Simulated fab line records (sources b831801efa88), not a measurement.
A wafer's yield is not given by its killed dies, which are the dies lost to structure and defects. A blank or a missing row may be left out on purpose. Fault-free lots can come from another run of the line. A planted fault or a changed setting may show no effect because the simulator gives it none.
fab line records	flow sky130
[record] lots = 7	wafers = 21	last_day = 50
route steps=708 shown SONOS_TUNNEL@156 SONOS_ONO@168 PAD_OPEN@708
lots that met no fault: from a run of the same line without faults
start_h: hours from the record's opening day to when the first of the lot's shown wafers began	wait_h: hours elapsed since this lot's preceding step	" same as the row above	L1.1+2: a row that stands for several wafers	- no value present, or no start provided	* or withheld: withheld	< > ~ a bound
route shown NAME@n: NAME is a module with steps in the file, n the number in the route of the first one	usual: mean/standard deviation taken from wafers without a fault	same: alike in all rows	chamber/n: place in a boat	sites: per-site readings	_std_site: the values' standard deviation	_edge_site: inner sites' mean taken away from outer sites' mean	radius_mm: for every site, how far away it sits from the centre of the wafer	mask NAME#n: copy n	behind: the most recent tool/chamber to have shaped the wafer	hold: why the lot went on hold/how many hours it stayed there/how the hold came to an end	device: transistor that didn't switch, given as n, p or np	end of line: the same wafers' tests at the end of the route	where a step has no rows: the recipe by itself	killed: the dies lost at the first sort to structure and to defects; this is not the yield of the wafer	map: the dies of a wafer, with x for killed, . for not killed, _ for no die there
set.NAME: the run value of the setting; set.NAME@STEP: its run value at that earlier step	model.NAME: the simulator's own value behind a step, which no gauge read
certain route steps with their lots: each step a table, each wafer a row
services: the hour from which a tool's chamber was out of use, counted from the record's first day as start_h (under 0 if before that day), plus the number of hours and why
[[steps]]
[step SKY_SONOS_TUNNEL_COAT_02]
[recipe] resist = NOVOLAK	spin_rpm = 3000	resist_thk_nm = 1140
[step SKY_SONOS_TUNNEL_SOFTBAKE_03]
[recipe] temp_c = 90	time_s = 60	resist = NOVOLAK
[step SKY_SONOS_TUNNEL_EXPOSE_04]
[recipe] mask_id = TUNM	na = 0.6	source_shape = conventional	sigma_outer = 0.6	polarization = unpolarized	target_cd_nm = 410	dose_mj = 136
[step SKY_SONOS_TUNNEL_PEB_05]
[recipe] temp_c = withheld	time_s = *	resist = NOVOLAK
[step SKY_SONOS_TUNNEL_DEVELOP_06]
[recipe] resist = NOVOLAK	developer = TMAH	develop_time_s = 60	dev_temp_c = 23
[step SKY_SONOS_TUNNEL_CD_MEAS_07]
[recipe] target_cd_nm = 410
[usual] cd_nm = 409.5/2.6
lot.wafer	tool	chamber	start_h	wait_h	cd_nm
L697.2	cd_sem-01	-	259.38	0.1	412.1
L697.3	"	-	"	"	412.5
L697.4	"	-	"	"	412.9
L698.1	cd_sem-01	-	261.91	0.1	415.6
L698.2	"	-	"	"	414.8
L698.5	"	-	"	"	414.5
L704.3	cd_sem-01	-	324.99	0.1	409.1
L704.4	"	-	"	"	408.3
L704.6	"	-	"	"	410.1
L705.1	cd_sem-02	-	332.36	0.1	407.9
L705.3	"	-	"	"	408.5
L705.5	"	-	"	"	407.8
L707.1	cd_sem-02	-	338.75	0.1	412.3
L707.3	"	-	"	"	413.2
L707.6	"	-	"	"	412.9
L706.3	cd_sem-01	-	343.56	0.1	408.9
L706.4	"	-	"	"	412.7
L706.5	"	-	"	"	409.9
L717.1	cd_sem-01	-	422.26	0.1	410.1
L717.3	"	-	"	"	411.1
L717.5	"	-	"	"	407.5
[step SKY_SONOS_TUNNEL_OVL_MEAS_08]
[usual] SONOS_TUNNEL_OVL = -0.5/1.3
lot.wafer	tool	chamber	start_h	wait_h	SONOS_TUNNEL_OVL[nm]
L697.2	overlay-02	-	259.49	0.1	-1.0
L697.3	"	-	"	"	-1.2
L697.4	"	-	"	"	-0.6
L698.1	overlay-02	-	262.03	0.1	-0.3
L698.2	"	-	"	"	-0.8
L698.5	"	-	"	"	-0.6
L704.3	overlay-02	-	325.09	0.1	-1.3
L704.4	"	-	"	"	-1.0
L704.6	"	-	"	"	-0.9
L705.1	overlay-01	-	332.48	0.1	-3.1
L705.3	"	-	"	"	-3.5
L705.5	"	-	"	"	-3.1
L707.1	overlay-01	-	338.87	0.1	2.0
L707.3	"	-	"	"	0.5
L707.6	"	-	"	"	1.1
L706.3	overlay-02	-	343.65	0.1	1.6
L706.4	"	-	"	"	0.1
L706.5	"	-	"	"	1.6
L717.1	overlay-02	-	422.38	0.1	-0.9
L717.3	"	-	"	"	0.1
L717.5	"	-	"	"	-0.4
[step SKY_SONOS_TUNNEL_IMPLANT_09]
[recipe] species = B	energy_kev = 20	dose_cm2 = 1e+12	tilt_deg = withheld
[step SKY_SONOS_TUNNEL_WET_ETCH_10]
[recipe] chemistry = dHF	target_depth_nm = 14	target = SiO2	dilution = 100:1	temp_c = 25	time_s = 280
[step SKY_SONOS_TUNNEL_STRIP_11]
[recipe] chemistry = SPM	time_s = 600	temp_c = 130
[step SKY_SONOS_TUNNEL_TW_MEAS_12]
[usual] SONOS_TUNNEL_TW = 197.0/1.4
lot.wafer	tool	chamber	start_h	wait_h	SONOS_TUNNEL_TW
L697.2	film_metro-04	-	259.95	0.0	199.3
L697.3	"	-	"	"	197.9
L697.4	"	-	"	"	197.5
L698.1	film_metro-03	-	262.48	0.0	195.8
L698.2	"	-	"	"	195.5
L698.5	"	-	"	"	195.7
L704.3	film_metro-03	-	325.54	0.0	196.4
L704.4	"	-	"	"	196.7
L704.6	"	-	"	"	196.7
L705.1	film_metro-03	-	332.93	0.0	196.3
L705.3	"	-	"	"	196.5
L705.5	"	-	"	"	197.1
L707.1	film_metro-04	-	339.32	0.0	199.0
L707.3	"	-	"	"	197.3
L707.6	"	-	"	"	199.0
L706.3	film_metro-03	-	344.10	0.0	196.2
L706.4	"	-	"	"	197.8
L706.5	"	-	"	"	197.5
L717.1	film_metro-01	-	422.84	0.0	196.0
L717.3	"	-	"	"	195.7
L717.5	"	-	"	"	194.8
[step SKY_SONOS_TUNNEL_CLEAN_13]
[recipe] chemistry = dHF	time_s = 20	dilution = 100:1	dry = ipa_marangoni
[step SKY_SONOS_ONO_OXIDATION_00]
[recipe] temp_c = 800	ambient = O2	idle_temp_c = 700	ramp_up_c_per_min = 10	ramp_down_c_per_min = 3	stabilise_s = 600	purge_s = 300	target_thk_a = 26	ox_time_s = 1249
[usual] spike_tc_bottom_C = 818.3/2.3	spike_tc_centre_C = 801.4/1.2	spike_tc_lower_C = 801.1/1.2	spike_tc_top_C = 812.9/1.5	spike_tc_upper_C = 799.9/1	tube_center_temp_C = 799.99/0.066	tube_center_temp_C_max = 802.0/0.34
[same] stabilise_s = 600
lot.wafer	tool	chamber	start_h	wait_h	spike_tc_bottom_C	spike_tc_centre_C	spike_tc_lower_C	spike_tc_top_C	spike_tc_upper_C	tube_center_temp_C	tube_center_temp_C_max	model.SiO2_of_SONOS_ONO_OXIDATION_00.thk_nm
L697.2	furnace-02	0	260.45	0.4	814.9	799.8	799.7	809.4	798.1	799.99	802.1	2.66
L697.3	"	0	"	"	814.2	799.9	799.6	810.8	800.7	800.11	801.5	2.655
L697.4	"	0	"	"	815.1	801.1	801.1	810.7	798.1	800.04	801.5	2.6
L698.1	furnace-01	0	263.25	0.7	818.7	802.7	800.9	813.6	800.1	800.05	802.1	2.631
L698.2	"	0	"	"	818.0	801.3	800.1	814.8	801.8	800.04	801.6	2.577
L698.5	"	0	"	"	819.4	802.4	802.0	813.9	800.5	800.03	802.6	2.625
L704.3	furnace-01	0	325.59	0.0	844.7	826.5	825.1	836.7	824.7	824.65	826.3	3.736
L704.4	"	0	"	"	843.3	825.0	825.3	836.4	824.5	824.62	826.6	3.751
L704.6	"	0	"	"	845.0	826.5	827.2	838.7	825.0	824.65	827.0	3.702
L705.1	furnace-01	0	334.75	1.8	843.6	825.8	825.8	837.5	824.0	824.78	826.7	3.693
L705.3	"	0	"	"	843.4	825.8	825.6	839.7	825.5	824.64	827.2	3.656
L705.5	"	0	"	"	845.2	826.8	823.2	836.0	824.2	824.71	827.0	3.624
L707.1	furnace-02	0	339.45	0.1	813.9	799.9	798.9	812.5	798.3	799.94	802.2	2.561
L707.3	"	0	"	"	815.5	801.9	799.7	810.9	800.3	800.01	802.0	2.599
L707.6	"	0	"	"	813.6	798.7	800.5	810.5	799.1	799.96	802.4	2.582
L706.3	furnace-01	0	344.16	0.0	844.2	825.5	826.7	836.7	825.2	824.63	827.1	3.701
L706.4	"	0	"	"	842.9	826.4	824.5	837.2	825.2	824.62	826.5	3.66
L706.5	"	0	"	"	843.4	828.1	827.3	837.4	827.0	824.78	826.7	3.664
L717.1	furnace-01	0	423.09	0.2	817.9	802.2	801.9	814.2	799.6	800.08	802.2	2.558
L717.3	"	0	"	"	820.3	800.8	803.4	811.7	799.9	799.92	801.6	2.613
L717.5	"	0	"	"	820.1	802.5	800.9	814.7	801.6	800	802.1	2.667
[step SKY_SONOS_ONO_THK_MEAS_01]
[recipe] reads = SiO2_of_SONOS_ONO_OXIDATION_00
[usual] SONOS_ONO_OXIDATION_THK = 2.62/0.049
lot.wafer	tool	chamber	start_h	wait_h	SONOS_ONO_OXIDATION_THK[nm]
L697.2	film_metro-02	-	261.80	0.0	2.60
L697.3	"	-	"	"	2.65
L697.4	"	-	"	"	2.52
L698.1	film_metro-03	-	264.59	0.0	2.59
L698.2	"	-	"	"	2.55
L698.5	"	-	"	"	2.60
L704.3	film_metro-02	-	326.96	0.0	3.68
L704.4	"	-	"	"	3.73
L704.6	"	-	"	"	3.70
L705.1	film_metro-04	-	336.10	0.0	3.67
L705.3	"	-	"	"	3.63
L705.5	"	-	"	"	3.64
L707.1	film_metro-02	-	340.80	0.0	2.54
L707.3	"	-	"	"	2.60
L707.6	"	-	"	"	2.62
L706.3	film_metro-03	-	345.53	0.0	3.73
L706.4	"	-	"	"	3.67
L706.5	"	-	"	"	3.68
L717.1	film_metro-04	-	424.44	0.0	2.52
L717.3	"	-	"	"	2.67
L717.5	"	-	"	"	2.68
[step SKY_SONOS_ONO_CVD_02]
[recipe] material = Si3N4	precursor = DCS/NH3	target_thk_nm = 10.5	temp_c = 770	time_s = 180	pressure_mtorr = 250
[step SKY_PAD_OPEN_PROBE_99]
[usual] killed_at_M0_to_M3 = 43/6.8	killed_at_M4_up = 3.0/1.8	killed_at_contacts = 23/5.4	killed_at_front_end = 15/4.4	killed_at_other = 0.3/0.51	killed_dies = 85/9.2	killed_open = 47/6.8	killed_short = 39/6.8
[same] gross_dies = 492	killed_at_back_side = 0
lot.wafer	tool	chamber	start_h	wait_h	killed_at_M0_to_M3	killed_at_M4_up	killed_at_contacts	killed_at_front_end	killed_at_other	killed_dies	killed_open	killed_short	model.etest.sonos_erased.drive_ua_um	model.etest.sonos_uncharged.r_on_ohm_um	model.etest.sonos_programmed.off_log10_a_um	model.etest.sonos_erased.vt_v	model.etest.cap_ono.gate_log10_a_cm2	model.etest.cap_ono.gate_bv_v	model.etest.cap_ono.tox_acc_nm	model.etest.sonos_programmed.vt_v
L697.2	prober-01	-	1080.72	0.1	46	3	31	12	0	92	53	39	231.3	815.7	-13.98	-2.285	-8.174	16.99	13.05	1.47
L697.3	prober-01	-	1080.77	0.2	37	4	21	16	1	79	45	34	183.9	802.7	-13.95	-2.275	-7.931	16.02	12.92	1.454
L697.4	prober-01	-	1080.82	0.2	34	5	24	12	0	75	47	28	208.9	800.5	-14	-2.33	-7.853	16.38	12.89	1.447
L698.1	prober-02	-	1084.48	0.1	49	5	23	16	0	93	49	44	191.8	817.4	-14.01	-2.288	-7.871	16.5	12.92	1.51
L698.2	prober-02	-	1084.53	0.1	52	1	11	20	0	84	49	35	209	786.9	-14.06	-2.362	-7.815	16.59	12.76	1.512
L698.5	prober-02	-	1084.68	0.2	36	4	23	14	1	78	35	43	186.4	812.7	-13.96	-2.264	-8.041	15.89	12.96	1.449
L704.3	prober-02	-	1134.39	0.2	35	2	17	18	2	74	42	32	20.26	850.1	-9.326	-0.3794	-9.635	17.9	14.23	0.5008
L704.4	prober-02	-	1134.44	0.2	39	1	19	14	1	74	35	39	20.08	858.4	-8.891	-0.3776	-9.725	18	14.23	0.4679
L704.6	prober-02	-	1134.54	0.2	45	3	20	11	1	80	45	35	19.79	860.9	-10.46	-0.3918	-9.662	18.21	14.27	0.6084
L707.1	prober-01	-	1144.43	0.1	42	5	20	22	0	89	53	36	199.4	809.8	-13.99	-2.338	-7.911	16.01	12.79	1.484
L707.3	prober-01	-	1144.53	0.2	40	3	27	15	0	85	55	30	200.4	800.5	-13.89	-2.33	-7.831	16.1	12.84	1.522
L707.6	prober-01	-	1144.68	0.2	47	3	25	11	0	86	43	43	215.3	809.5	-13.97	-2.349	-7.719	16.54	12.79	1.552
L705.1	prober-02	-	1145.92	0.1	58	5	17	18	0	98	55	43	19.21	839.8	-10.63	-0.349	-9.545	18.14	14.12	0.6406
L705.3	prober-02	-	1146.02	0.2	50	4	26	15	0	95	42	53	19.98	845.9	-11.07	-0.3751	-9.439	18.1	14.13	0.709
L705.5	prober-02	-	1146.12	0.2	54	1	17	13	0	85	50	35	21.51	842.3	-12.4	-0.3977	-9.301	17.62	13.96	0.8641
L706.3	prober-01	-	1147.17	0.2	43	1	22	25	0	91	48	43	21.08	842.4	-12.33	-0.3762	-9.15	17.5	13.88	0.8308
L706.4	prober-01	-	1147.22	0.2	38	4	26	18	0	86	43	43	23.57	829.2	-12.98	-0.4359	-9.077	17.49	13.83	0.9165
L706.5	prober-01	-	1147.27	0.2	46	1	24	13	0	84	46	38	21.76	820.7	-12.57	-0.3997	-9.144	17.59	13.86	0.8722
L717.1	prober-02	-	1197.87	0.1	46	3	27	10	0	86	50	36	186.7	822.2	-13.84	-2.321	-7.888	16.76	12.81	1.455
L717.3	prober-02	-	1197.97	0.2	45	6	22	13	0	86	47	39	193.6	806	-13.85	-2.316	-7.875	16.2	12.83	1.493
L717.5	prober-02	-	1198.07	0.2	40	0	35	14	0	89	57	32	174.9	802	-14.04	-2.245	-8.065	16.48	12.96	1.498
// killed by level:class
L697.2 LI_CONTACT:geometric_particle:open=9 VIA1:geometric_particle:open=9 CONTACT:geometric_particle:short=8 METAL2:geometric_particle:short=7 CONTACT:geometric_particle:open=7 VIA3:geometric_particle:open=7 VIA2:geometric_particle:open=6 FIELD_ISO:geometric_particle:open=5
L697.3 VIA1:geometric_particle:open=12 CONTACT:geometric_particle:open=7 LI_CONTACT:geometric_particle:open=6 POLY_GATE:geometric_particle:open=4 POLY_GATE:geometric_particle:short=4 METAL2:geometric_particle:short=4 METAL3:geometric_particle:short=4 FIELD_ISO:geometric_particle:short=3
L697.4 LI_CONTACT:geometric_particle:open=11 METAL1:geometric_particle:short=8 CONTACT:geometric_particle:open=7 METAL2:geometric_particle:short=5 VIA2:geometric_particle:open=5 VIA3:geometric_particle:open=5 POLY_GATE:geometric_particle:open=4 VIA1:geometric_particle:open=4
L698.1 CONTACT:geometric_particle:open=11 VIA2:geometric_particle:open=10 VIA1:geometric_particle:open=9 METAL2:geometric_particle:short=7 CONTACT:geometric_particle:short=6 VIA2:geometric_particle:short=6 FIELD_ISO:geometric_particle:open=5 METAL4:geometric_particle:short=5
L698.2 VIA3:geometric_particle:open=12 VIA2:geometric_particle:open=10 VIA1:geometric_particle:open=7 FIELD_ISO:geometric_particle:open=5 POLY_GATE:geometric_particle:short=5 POLY_GATE:geometric_particle:open=5 METAL1:geometric_particle:short=5 VIA1:geometric_particle:short=4
L698.5 CONTACT:geometric_particle:open=8 LI_CONTACT:geometric_particle:open=7 METAL1:geometric_particle:short=7 VIA1:geometric_particle:open=7 FIELD_ISO:geometric_particle:short=6 VIA1:geometric_particle:short=6 VIA3:geometric_particle:open=5 METAL4:geometric_particle:short=4
L704.3 POLY_GATE:geometric_particle:open=8 VIA3:geometric_particle:open=6 CONTACT:geometric_particle:open=6 METAL2:geometric_particle:short=6 VIA1:geometric_particle:short=5 METAL1:geometric_particle:short=5 VIA1:geometric_particle:open=5 LI_CONTACT:geometric_particle:open=4
L704.4 VIA2:geometric_particle:open=8 METAL1:geometric_particle:short=8 CONTACT:geometric_particle:open=6 VIA3:geometric_particle:open=6 VIA1:geometric_particle:open=6 LOCAL_INTERCONNECT:geometric_particle:short=5 CONTACT:geometric_particle:short=5 FIELD_ISO:geometric_particle:short=4
L704.6 CONTACT:geometric_particle:open=13 VIA1:geometric_particle:open=9 METAL1:geometric_particle:short=7 VIA2:geometric_particle:open=6 METAL3:geometric_particle:short=5 POLY_GATE:geometric_particle:short=4 LI_CONTACT:geometric_particle:open=4 VIA1:geometric_particle:short=4
L707.1 VIA1:geometric_particle:open=11 FIELD_ISO:geometric_particle:short=9 VIA2:geometric_particle:open=9 CONTACT:geometric_particle:open=8 FIELD_ISO:geometric_particle:open=5 POLY_GATE:geometric_particle:open=5 LI_CONTACT:geometric_particle:open=5 METAL1:geometric_particle:short=5
L707.3 VIA2:geometric_particle:open=11 LI_CONTACT:geometric_particle:open=10 CONTACT:geometric_particle:open=9 FIELD_ISO:geometric_particle:open=8 VIA3:geometric_particle:open=5 POLY_GATE:geometric_particle:open=4 VIA1:geometric_particle:open=4 CONTACT:geometric_particle:short=4
L707.6 LI_CONTACT:geometric_particle:open=10 VIA1:geometric_particle:open=10 METAL2:geometric_particle:short=7 CONTACT:geometric_particle:open=7 VIA1:geometric_particle:short=7 CONTACT:geometric_particle:short=6 VIA3:geometric_particle:short=6 VIA2:geometric_particle:open=6
L705.1 VIA1:geometric_particle:open=16 VIA2:geometric_particle:open=13 FIELD_ISO:geometric_particle:open=9 VIA1:geometric_particle:short=7 METAL1:geometric_particle:short=5 LOCAL_INTERCONNECT:geometric_particle:short=5 VIA3:geometric_particle:open=5 METAL2:geometric_particle:short=5
L705.3 VIA1:geometric_particle:open=13 METAL1:geometric_particle:short=8 LI_CONTACT:geometric_particle:open=7 CONTACT:geometric_particle:short=7 VIA1:geometric_particle:short=7 METAL2:geometric_particle:short=6 VIA2:geometric_particle:open=6 LOCAL_INTERCONNECT:geometric_particle:short=5
L705.5 VIA1:geometric_particle:open=16 VIA1:geometric_particle:short=7 CONTACT:geometric_particle:short=5 CONTACT:geometric_particle:open=5 VIA2:geometric_particle:short=5 VIA2:geometric_particle:open=5 VIA3:geometric_particle:open=5 METAL1:geometric_particle:short=4
L706.3 VIA3:geometric_particle:open=10 CONTACT:geometric_particle:short=8 POLY_GATE:geometric_particle:open=7 POLY_GATE:geometric_particle:short=6 VIA2:geometric_particle:open=6 CONTACT:geometric_particle:open=6 METAL1:geometric_particle:short=5 VIA1:geometric_particle:open=5
L706.4 VIA1:geometric_particle:open=10 CONTACT:geometric_particle:open=8 POLY_GATE:geometric_particle:short=7 CONTACT:geometric_particle:short=7 LI_CONTACT:geometric_particle:open=7 POLY_GATE:geometric_particle:open=5 METAL1:geometric_particle:short=5 METAL2:geometric_particle:short=5
L706.5 LI_CONTACT:geometric_particle:open=10 VIA2:geometric_particle:open=10 VIA1:geometric_particle:open=8 METAL1:geometric_particle:short=7 CONTACT:geometric_particle:open=6 POLY_GATE:geometric_particle:short=5 METAL3:geometric_particle:short=5 LOCAL_INTERCONNECT:geometric_particle:short=4
L717.1 VIA3:geometric_particle:open=12 CONTACT:geometric_particle:open=11 VIA1:geometric_particle:open=11 VIA2:geometric_particle:open=8 FIELD_ISO:geometric_particle:short=5 LI_CONTACT:geometric_particle:short=4 LI_CONTACT:geometric_particle:open=4 LOCAL_INTERCONNECT:geometric_particle:short=4
L717.3 VIA2:geometric_particle:open=10 CONTACT:geometric_particle:open=9 VIA1:geometric_particle:open=6 METAL2:geometric_particle:short=6 VIA3:geometric_particle:open=6 CONTACT:geometric_particle:short=5 METAL1:geometric_particle:short=5 LOCAL_INTERCONNECT:geometric_particle:short=4
L717.5 LI_CONTACT:geometric_particle:open=11 VIA1:geometric_particle:open=9 CONTACT:geometric_particle:open=8 VIA2:geometric_particle:open=8 CONTACT:geometric_particle:short=6 LOCAL_INTERCONNECT:geometric_particle:short=5 VIA3:geometric_particle:open=5 FIELD_ISO:geometric_particle:open=4
[[services]]
tool	chamber	start_h	hours	kind
furnace-01	-	401.63	3.1	pm
furnace-01	-	418.75	2.9	pm
[[key]]
[first_sign] step = SKY_SONOS_ONO_OXIDATION_00	reading = tube_center_temp_C	direction = up	sigmas = 99+	usual = *	struck = *
[effect] step = SKY_SONOS_ONO_OXIDATION_00	reading = tube_center_temp_C_max	direction = up	sigmas = 72	usual = *	struck = *
[effect] step = SKY_SONOS_ONO_THK_MEAS_01	reading = SONOS_ONO_OXIDATION_THK	direction = up	sigmas = 22	usual = 2.62	struck = 3.68
[model_effect] step = SKY_SONOS_ONO_OXIDATION_00	value = SiO2_of_SONOS_ONO_OXIDATION_00.thk_nm	without = 2.63	struck = 3.688
[model_effect] step = SKY_PAD_OPEN_PROBE_99	value = etest.sonos_erased.drive_ua_um	without = 180	struck = 20.81
met_at SKY_SONOS_ONO_OXIDATION_00
struck_wafers L704.3,L704.4,L704.6,L705.1,L705.3,L705.5,L706.3,L706.4,L706.5
tester_left_out L704,L705,L706
onset_between 263.25 325.59
[fault] kind = process_parameter_drift	tool = furnace-01	chamber = -	onset_h = 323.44	steps = SKY_SONOS_ONO_OXIDATION_00	channel = temp_c	offset = *	shape = step	end_h = 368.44	acts_in = *	stated = *
// tester_left_out: of these lots the tester's yield and bins aren't shown, on N5 and GAA mostly nor the transistor test; their killed dies are dies lost to structure and defects alone, not to doping, threshold or leakage, so they don't give the yield
